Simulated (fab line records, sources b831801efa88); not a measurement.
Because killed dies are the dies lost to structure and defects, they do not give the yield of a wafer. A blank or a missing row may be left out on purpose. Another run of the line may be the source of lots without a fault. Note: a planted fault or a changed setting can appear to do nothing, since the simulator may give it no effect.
8D (eight disciplines) problem report, filled in by code	flow gf180mcu	the parts of the form that need people (team, actions taken, sign-off) are left out

## 1. WHAT WENT WRONG
Across 3 wafers from 3 lots, MIM_CVD_05_THK at GF_MIM_THK_MEAS_06 averages 46.2 nm, while fault-free wafers read 41.8 nm with a standard deviation of 0.55. That puts it +8.0 standard deviations away from the usual mean.
Seen first at day 28 11:17 on film metro-03, wafer L168.6. The record holds 36 wafers of 13 lots with a number at this step. Rule for "out" (also "out of limits"): further than 4 standard deviations from the usual mean. All remaining wafers that have a number are taken as sound.

## 2. WHAT THIS IS AND IS NOT
question	is	is not
which readings at this step	MIM_CVD_05_THK	-
which lots	L168, L169, L170	L157, L159, L160, L161, L164, L173, L176, L177, L178, L179
which wafers of those lots	L168.6, L169.2, L170.6	L168.4, L169.5, L170.4
read on which gauges	film metro-02, film metro-03	film metro-01
when	from day 28 11:17	up to then (16 sound wafers); but 17 sound wafers of L169, L170, L173, L176, L177, L178, L179 came after

## 3. WHAT RULES OUT EACH SUSPECT
Counting: a tool at a process step up to the reading stays a suspect if it ran every lot that is out. Sound lots after the first of them don't rule it out here, since some wafers of a struck lot are sound.
- the gauge at GF_MIM_THK_MEAS_06 has been ruled out. 2 gauges (film metro-02, film metro-03) read the wafers that are out.
- pecvd-03 at GF_MIM_CVD_05 (deposits Si3N4, target thk 42 nm, time 29.086 s): kept. It processed each lot that is out (first: L168, day 28 11:14); up to then, its last sound lot is L164 (day 26 23:16).
Left after counting: pecvd-03 at GF_MIM_CVD_05.

## 4. THE CAUSE (what the simulator had put in)
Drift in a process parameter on pecvd-03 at GF_MIM_CVD_05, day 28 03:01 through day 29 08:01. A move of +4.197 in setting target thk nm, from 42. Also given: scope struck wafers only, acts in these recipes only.
Only this tool survived the counting.

## 5. THE CHAIN OF EFFECTS, in route order
Each row: a reading where the mean over the struck wafers with a number is more than 3 standard deviations away from the usual. Only readings whose record carries a usual standard deviation are examined. hours: median over the lots of the time between each lot's start at the first step of this table that gives one and its start at this step. sigmas: the change, counted in usual standard deviations.
hours	step	reading	usual	on struck wafers	change	sigmas
0	GF_MIM_THK_MEAS_06	MIM_CVD_05_THK	41.8 nm	46.2	+4.4	+8.0

## 6. WHAT WOULD HAVE CAUGHT IT SOONER
In this record the first reading out of limits at a measuring or inspecting step was taken at day 28 11:17, 8 hours after the fault began at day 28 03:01.
No tool reading at GF_MIM_CVD_05 that has a usual standard deviation in the record was out on any struck wafer, so an alarm limit of 4 standard deviations on those readings would not have fired.
L169, L170, from the lots that are out (3), started GF_MIM_CVD_05 on pecvd-03 later than day 28 11:17. A hold on the tool at that time would have spared those 2.
